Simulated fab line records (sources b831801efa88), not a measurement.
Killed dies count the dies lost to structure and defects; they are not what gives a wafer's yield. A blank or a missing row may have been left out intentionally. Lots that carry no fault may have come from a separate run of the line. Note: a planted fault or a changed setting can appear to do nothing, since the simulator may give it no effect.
Chamber matching || flow gf180mcu || cmp-01 running GF_V5_CMP_26: 4 sister chambers
The step polishes, stops on SiO2, t overpolish 15 s, target thk 0 nm. 8 wafers are shown with their chamber, then 9 later ones without.

WAFERS, EACH WITH ITS CHAMBER
{"wafer": "L682.2", "chamber": 1, "motor_current_A (A)": 10.7, "time_to_endpoint_s (s)": 89}
{"wafer": "L682.6", "chamber": 0, "motor_current_A (A)": 12.0, "time_to_endpoint_s (s)": 85}
{"wafer": "L684.2", "chamber": 2, "motor_current_A (A)": 10.5, "time_to_endpoint_s (s)": 80}
{"wafer": "L684.3", "chamber": 3, "motor_current_A (A)": 12.6, "time_to_endpoint_s (s)": 87}
{"wafer": "L684.4", "chamber": 1, "motor_current_A (A)": 11.3, "time_to_endpoint_s (s)": 90}
{"wafer": "L691.1", "chamber": 2, "motor_current_A (A)": 10.6, "time_to_endpoint_s (s)": 77}
{"wafer": "L691.2", "chamber": 3, "motor_current_A (A)": 12.9, "time_to_endpoint_s (s)": 86}
{"wafer": "L691.5", "chamber": 0, "motor_current_A (A)": 11.9, "time_to_endpoint_s (s)": 85}

WAFERS WITH NO CHAMBER GIVEN
{"wafer": "L692.1", "motor_current_A (A)": 10.2, "time_to_endpoint_s (s)": 79}
{"wafer": "L692.3", "motor_current_A (A)": 12.4, "time_to_endpoint_s (s)": 90}
{"wafer": "L692.4", "motor_current_A (A)": 10.7, "time_to_endpoint_s (s)": 87}
{"wafer": "L695.1", "motor_current_A (A)": 12.5, "time_to_endpoint_s (s)": 90}
{"wafer": "L695.3", "motor_current_A (A)": 9.8, "time_to_endpoint_s (s)": 81}
{"wafer": "L695.5", "motor_current_A (A)": 10.3, "time_to_endpoint_s (s)": 76}
{"wafer": "L696.1", "motor_current_A (A)": 10.6, "time_to_endpoint_s (s)": 80}
{"wafer": "L696.3", "motor_current_A (A)": 11.8, "time_to_endpoint_s (s)": 87}
{"wafer": "L696.6", "motor_current_A (A)": 12.0, "time_to_endpoint_s (s)": 84}

EACH ONE'S CHAMBER
{"wafer": "L692.1", "from the rows above": 2, "in truth": 2}
{"wafer": "L692.3", "from the rows above": "can't be placed: 3 or 0", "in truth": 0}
{"wafer": "L692.4", "from the rows above": 1, "in truth": 1}
{"wafer": "L695.1", "from the rows above": "can't be placed: 3 or 0", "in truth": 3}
{"wafer": "L695.3", "from the rows above": 2, "in truth": 2}
{"wafer": "L695.5", "from the rows above": 2, "in truth": 2}
{"wafer": "L696.1", "from the rows above": 2, "in truth": 2}
{"wafer": "L696.3", "from the rows above": 0, "in truth": 0}
{"wafer": "L696.6", "from the rows above": 0, "in truth": 0}
7 of 9 placed correctly. Can't be placed from these rows: 2 (the true chamber is among the candidates in 2). Placed wrongly: 0.
How it was worked out, from the rows above alone: a wafer's distance from a chamber is the root of the sum, over the readings, of the square of ((its reading less the chamber's mean) divided by the reading's scatter). The wafer belongs to the nearest chamber; if the next one is less than 2 further off, it can't be placed. A chamber's mean is the mean of its shown wafers. How the scatter is found: for the shown wafers, subtract from each reading the mean of its chamber, square and add these, divide the total by (wafers less chambers), then take the root.
